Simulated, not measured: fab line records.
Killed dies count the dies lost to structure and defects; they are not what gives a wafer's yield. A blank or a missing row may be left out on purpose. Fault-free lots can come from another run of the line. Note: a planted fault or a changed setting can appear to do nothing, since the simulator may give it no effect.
fab line records	flow gf180mcu
record: lots: 7	wafers: 21	last-day: 34
route steps=602 shown VT_IMPLANT@95
lots that met no fault: from a run of the same line without faults
start-h: hours from the record's opening day to when the first of the lot's shown wafers began	wait-h: time in hours since the lot's previous step	" identical to the entry in the row above	L1.1+2: one row covering several wafers at once	- no value present, or no start provided	* or withheld: withheld	< > ~ a bound
route shown NAME@n: a module of which the file shows steps, and the number in the route of the first	usual: average and standard deviation across the fault-free wafers	same: alike in all rows	chamber/n: place in a boat	sites: per-site readings	_std_site: standard deviation of those values	_edge_site: mean of outer sites minus mean of inner sites	radius-mm: how far each site lies from the wafer's centre	mask NAME#n: copy n	behind: the tool/chamber that last shaped the wafer	hold: reason for holding the lot/hours on hold/outcome of the hold	device: names the non-switching transistor (n, p or np)	end of line: the tests these same wafers got at the end of their route	a step given without rows: its recipe and nothing more	killed: count of dies lost to structure and defects at first sort (not the wafer's yield)	map: a wafer's dies, x killed, . not, _ none there
set.NAME: the setting the step ran with; set.NAME@STEP: the setting that earlier step ran with	model.NAME: the simulator's own value behind a step, which no gauge read
lots seen at some steps along the route; tables by step, rows by wafer
services: when a tool's chamber went out of use (start-h, in hours from the record's first day, below 0 if earlier), for how many hours, and the reason
== steps ==
step: GF_VT_IMPLANT_PEB_05
recipe: temp-c: withheld	time-s: *	resist: NOVOLAK
step: GF_VT_IMPLANT_DEVELOP_06
recipe: develop-time-s: 60	dev-temp-c: 23
step: GF_VT_IMPLANT_OVL_MEAS_07
usual: VT_IMPLANT_OVL: 0.6/1.1
lot.wafer	tool	chamber	start-h	wait-h	VT_IMPLANT_OVL[nm]
L402.4	overlay-01	-	116.75	0.1	0.8
L402.5	"	-	"	"	1.1
L402.6	"	-	"	"	0.5
L405.3	overlay-01	-	134.89	0.1	-0.3
L405.4	"	-	"	"	0.3
L405.6	"	-	"	"	0.6
L408.1	overlay-02	-	154.73	0.1	0.6
L408.2	"	-	"	"	1.0
L408.4	"	-	"	"	1.3
L409.3	overlay-01	-	159.84	0.1	1.5
L409.5	"	-	"	"	1.4
L409.6	"	-	"	"	1.7
L411.1	overlay-02	-	171.75	0.1	3.3
L411.3	"	-	"	"	0.1
L411.6	"	-	"	"	0.2
L419.4	overlay-01	-	221.79	0.1	0.6
L419.5	"	-	"	"	-0.2
L419.6	"	-	"	"	-0.3
L424.2	overlay-01	-	251.82	0.1	0.3
L424.3	"	-	"	"	0.8
L424.4	"	-	"	"	1.4
step: GF_VT_IMPLANT_IMPLANT_08
recipe: species: BF2	energy-kev: 20	dose-cm2: 8.29e+12	tilt-deg: 7
step: GF_VT_IMPLANT_STRIP_09
recipe: chemistry: O2/N2	power-w: 1400	pressure-mtorr: 1500	platen-temp-c: 250	o2-flow-sccm: 3000	n2-flow-sccm: 300	overash-fraction: 0.5
usual: drypump-motor-current-A: 5.7/0.51	heater-power-w: 328/27	o2-flow-sccm: 2997/8.6	oes-product-au: 0.716/0.005	platen-temp-c: 249.98/0.18	strip-time-to-endpoint-s: 12.63/0.032
lot.wafer	tool	chamber	start-h	wait-h	drypump-motor-current-A	heater-power-w	o2-flow-sccm	oes-product-au	platen-temp-c	rf-hours-counter-h	strip-time-to-endpoint-s
L402.4	plasma-asher-01	1	116.95	0.1	5.5	319	3015	0.724	250.10	-	12.63
L402.5	"	1	"	"	5.5	321	2999	0.711	249.88	-	12.61
L402.6	"	0	"	"	6.4	352	3008	0.716	249.66	-	12.64
L405.3	plasma-asher-03	1	135.10	0.1	4.9	292	2974	0.717	250.03	-	12.60
L405.4	"	0	"	"	5.6	320	2990	0.715	250.16	-	12.57
L405.6	"	1	"	"	4.9	292	2993	0.711	249.76	-	12.56
L408.1	plasma-asher-03	1	154.91	0.1	4.9	297	3001	0.714	249.73	6	12.70
L408.2	"	0	"	"	5.6	326	2989	0.719	249.98	6	12.69
L408.4	"	0	"	"	5.6	316	2988	0.714	249.73	-	12.67
L409.3	plasma-asher-02	0	160.05	0.1	5.1	373	3014	0.720	250.21	-	12.65
L409.5	"	1	"	"	5.7	300	2999	0.712	250.13	-	12.64
L409.6	"	0	"	"	5.1	380	2998	0.718	250.23	-	12.67
L411.1	plasma-asher-01	0	171.94	0.1	6.4	346	2994	0.719	250.22	39	12.65
L411.3	"	1	"	"	5.4	314	2999	0.711	250.05	-	12.65
L411.6	"	0	"	"	6.4	346	3013	0.724	250.10	-	12.67
L419.4	plasma-asher-01	1	222.00	0.1	5.4	319	2986	0.711	249.71	-	12.62
L419.5	"	1	"	"	5.5	324	3005	0.716	250.03	-	12.60
L419.6	"	0	"	"	6.4	342	2998	0.713	249.72	-	12.59
L424.2	plasma-asher-02	0	252.00	0.1	5.2	385	3007	0.720	249.76	58	12.63
L424.3	"	0	"	"	5.2	377	3009	0.725	250.02	-	12.64
L424.4	"	1	"	"	5.7	303	2996	0.712	249.99	-	12.65
step: GF_VT_IMPLANT_TW_MEAS_10
usual: VT_IMPLANT_TW: 564/6
lot.wafer	tool	chamber	start-h	wait-h	VT_IMPLANT_TW
L402.4	film-metro-01	-	117.04	0.1	559
L402.5	"	-	"	"	560
L402.6	"	-	"	"	562
L405.3	film-metro-03	-	135.18	0.1	561
L405.4	"	-	"	"	559
L405.6	"	-	"	"	561
L408.1	film-metro-03	-	155.01	0.1	557
L408.2	"	-	"	"	558
L408.4	"	-	"	"	558
L409.3	film-metro-01	-	160.13	0.1	560
L409.5	"	-	"	"	560
L409.6	"	-	"	"	558
L411.1	film-metro-01	-	172.04	0.1	560
L411.3	"	-	"	"	560
L411.6	"	-	"	"	556
L419.4	film-metro-02	-	222.09	0.1	576
L419.5	"	-	"	"	573
L419.6	"	-	"	"	571
L424.2	film-metro-02	-	252.11	0.1	579
L424.3	"	-	"	"	572
L424.4	"	-	"	"	582
step: GF_VT_IMPLANT_DEHYDRATE_11
recipe: temp-c: 200	time-s: 60
step: GF_VT_IMPLANT_HMDS_12
recipe: prime-time-s: 60	prime-temp-c: 120
step: GF_VT_IMPLANT_COAT_13
recipe: resist: NOVOLAK	spin-rpm: 3000	resist-thk-nm: 1000
step: GF_VT_IMPLANT_SOFTBAKE_14
recipe: temp-c: 90	time-s: 60	resist: NOVOLAK
step: GF_VT_IMPLANT_EXPOSE_15
recipe: mask-id: Nwell_LV_AREA	target-cd-nm: 860	na: 0.6	source-shape: conventional	sigma-outer: 0.6	dose-mj: 140
step: GF_VT_IMPLANT_PEB_16
recipe: temp-c: withheld	time-s: *	resist: NOVOLAK
step: GF_VT_IMPLANT_DEVELOP_17
recipe: develop-time-s: 60	dev-temp-c: 23
usual: resist-line-temp-C: 23.00/0.1
lot.wafer	tool	chamber	start-h	wait-h	resist-line-temp-C
L402.4	litho-track-01	0	131.64	0.1	23.04
L402.5	"	0	"	"	22.92
L402.6	"	0	"	"	23.09
L405.3	litho-track-01	0	150.07	0.1	23.05
L405.4	"	0	"	"	23.02
L405.6	"	0	"	"	23.19
L408.1	litho-track-01	0	170.02	0.1	23.12
L408.2	"	0	"	"	22.98
L408.4	"	0	"	"	23.05
L409.3	litho-track-04	0	175.98	0.1	23.22
L409.5	"	0	"	"	23.06
L409.6	"	0	"	"	23.13
L411.1	litho-track-01	0	188.27	0.1	22.89
L411.3	"	0	"	"	23.00
L411.6	"	0	"	"	23.00
L419.4	litho-track-02	0	239.83	0.1	23.02
L419.5	"	0	"	"	23.00
L419.6	"	0	"	"	22.94
L424.2	litho-track-01	0	270.24	0.1	23.00
L424.3	"	0	"	"	22.95
L424.4	"	0	"	"	22.98
step: GF_VT_IMPLANT_OVL_MEAS_18
usual: VT_IMPLANT_01_OVL: -1.1/1.3
lot.wafer	tool	chamber	start-h	wait-h	VT_IMPLANT_01_OVL[nm]
L402.4	overlay-02	-	131.74	0.1	-2.5
L402.5	"	-	"	"	-2.4
L402.6	"	-	"	"	-1.1
L405.3	overlay-01	-	150.18	0.1	-
L405.4	"	-	"	"	-
L405.6	"	-	"	"	-
L408.1	overlay-02	-	170.17	0.1	-
L408.2	"	-	"	"	-
L408.4	"	-	"	"	-
L409.3	overlay-02	-	176.09	0.1	0.5
L409.5	"	-	"	"	-1.0
L409.6	"	-	"	"	0.0
L411.1	overlay-01	-	188.42	0.1	-
L411.3	"	-	"	"	-
L411.6	"	-	"	"	-
L419.4	overlay-01	-	239.92	0.1	0.7
L419.5	"	-	"	"	-2.2
L419.6	"	-	"	"	-0.4
L424.2	overlay-01	-	270.37	0.1	-1.6
L424.3	"	-	"	"	0.9
L424.4	"	-	"	"	-1.0
step: GF_VT_IMPLANT_IMPLANT_19
recipe: species: As	energy-kev: 100	dose-cm2: 4.35e+12	tilt-deg: 7
step: GF_VT_IMPLANT_STRIP_20
recipe: chemistry: O2/N2	power-w: 1400	pressure-mtorr: 1500	platen-temp-c: 250	o2-flow-sccm: 3000	n2-flow-sccm: 300	overash-fraction: 0.5
usual: drypump-motor-current-A: 5.5/0.48	heater-power-w: 322/28	o2-flow-sccm: 3000/8	oes-product-au: 0.716/0.0047	platen-temp-c: 249.99/0.15	strip-time-to-endpoint-s: 12.65/0.036
lot.wafer	tool	chamber	start-h	wait-h	drypump-motor-current-A	heater-power-w	o2-flow-sccm	oes-product-au	platen-temp-c	rf-hours-counter-h	strip-time-to-endpoint-s
L402.4	plasma-asher-01	1	131.94	0.1	5.4	322	3008	0.716	250.16	-	12.66
L402.5	"	0	"	"	6.4	348	2999	0.716	250.23	-	12.70
L402.6	"	1	"	"	5.4	312	2998	0.707	249.99	-	12.69
L405.3	plasma-asher-01	0	150.39	0.1	6.4	358	3000	0.708	249.97	-	12.65
L405.4	"	1	"	"	5.5	313	2996	0.717	250.07	-	12.63
L405.6	"	1	"	"	5.5	319	2990	0.712	250.24	-	12.65
L408.1	plasma-asher-03	0	170.35	0.1	5.6	319	2997	0.714	250.03	8	12.65
L408.2	"	1	"	"	4.9	293	3009	0.712	250.04	8	12.66
L408.4	"	0	"	"	5.6	322	2998	0.719	250.10	-	12.64
L409.3	plasma-asher-01	1	176.30	0.1	5.4	311	3011	0.714	250.13	-	12.66
L409.5	"	1	"	"	5.5	317	3004	0.716	249.85	-	12.66
L409.6	"	0	"	"	6.4	358	2996	0.712	249.84	-	12.64
L411.1	plasma-asher-03	1	188.60	0.1	4.9	299	2997	0.708	250.18	10	12.66
L411.3	"	1	"	"	4.9	297	2981	0.717	249.82	-	12.65
L411.6	"	0	"	"	5.6	320	3014	0.713	249.87	-	12.69
L419.4	plasma-asher-01	0	240.12	0.1	6.4	349	3000	0.717	250.17	-	12.69
L419.5	"	1	"	"	5.4	318	3008	0.721	250.12	-	12.67
L419.6	"	0	"	"	6.4	352	3008	0.720	250.22	-	12.65
L424.2	plasma-asher-03	1	270.55	0.1	4.9	295	2995	0.721	249.96	19	12.65
L424.3	"	0	"	"	5.6	327	2998	0.698	249.92	-	12.65
L424.4	"	1	"	"	4.9	296	2995	0.716	249.97	-	12.62
step: GF_VT_IMPLANT_TW_MEAS_21
usual: VT_IMPLANT_2_TW: 1218/14
lot.wafer	tool	chamber	start-h	wait-h	hold	VT_IMPLANT_2_TW
L402.4	film-metro-01	-	132.03	0.1	-	1199
L402.5	"	-	"	"	-	1213
L402.6	"	-	"	"	-	1207
L405.3	film-metro-01	-	150.47	0.1	await-dispo/0.2h/release	30
L405.4	"	-	"	"	await-dispo/0.2h/release	30
L405.6	"	-	"	"	await-dispo/0.2h/release	30
L405.3	film-metro-01	-	150.70	0.2	-	30
L405.4	"	-	"	"	-	30
L405.6	"	-	"	"	-	30
L408.1	film-metro-03	-	170.45	0.1	await-dispo/0.2h/release	30
L408.2	"	-	"	"	await-dispo/0.2h/release	30
L408.4	"	-	"	"	await-dispo/0.2h/release	30
L408.1	film-metro-03	-	170.68	0.2	-	30
L408.2	"	-	"	"	-	30
L408.4	"	-	"	"	-	30
L409.3	film-metro-03	-	176.38	0.1	-	1207
L409.5	"	-	"	"	-	1203
L409.6	"	-	"	"	-	1208
L411.1	film-metro-01	-	188.70	0.1	await-dispo/0.2h/release	30
L411.3	"	-	"	"	await-dispo/0.2h/release	30
L411.6	"	-	"	"	await-dispo/0.2h/release	30
L411.1	film-metro-01	-	189.04	0.3	-	30
L411.3	"	-	"	"	-	30
L411.6	"	-	"	"	-	30
L419.4	film-metro-01	-	240.22	0.1	-	1213
L419.5	"	-	"	"	-	1210
L419.6	"	-	"	"	-	1213
L424.2	film-metro-03	-	270.66	0.1	-	1206
L424.3	"	-	"	"	-	1209
L424.4	"	-	"	"	-	1212
== services ==
tool	chamber	start-h	hours	kind
plasma-asher-02	-	98.68	51.9	repair
plasma-asher-03	-	108.75	9.0	pm
plasma-asher-03	0	108.75	9.0	vent-cycle
plasma-asher-03	1	108.75	9.0	vent-cycle
plasma-asher-03	0	117.75	-	clean
plasma-asher-03	1	117.75	-	clean
plasma-asher-01	-	134.71	15.6	pm
litho-track-02	-	143.18	-	consumable-replace:filter
plasma-asher-03	-	150.35	2.8	pm
plasma-asher-02	-	150.61	2.8	pm
plasma-asher-03	-	199.69	0.4	repair
litho-track-01	-	201.20	-	consumable-replace:filter
== key ==
first-sign: step: GF_VT_IMPLANT_OVL_MEAS_18	reading: VT_IMPLANT_01_OVL	direction: missing
effect: step: GF_VT_IMPLANT_TW_MEAS_21	reading: visit	direction: added
effect: step: GF_VT_IMPLANT_TW_MEAS_21	reading: VT_IMPLANT_2_TW	direction: down	sigmas: 83	usual: 1218	struck: 30
met-at GF_VT_IMPLANT_DEVELOP_17
struck-wafers L405.3,L405.4,L405.6,L408.1,L408.2,L408.4,L411.1,L411.3,L411.6
scrapped-behind GF_VT_IMPLANT_TW_MEAS_21 L405.3,L405.4,L405.6,L408.1,L408.2,L408.4,L411.1,L411.3,L411.6
onset-between 131.64 150.07
fault: kind: process-parameter-drift	tool: litho-track-01	chamber: -	onset-h: 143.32	steps: GF_VT_IMPLANT_DEVELOP_17	channel: develop-time-s	offset: *	shape: step	end-h: 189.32	acts-in: *	stated: *
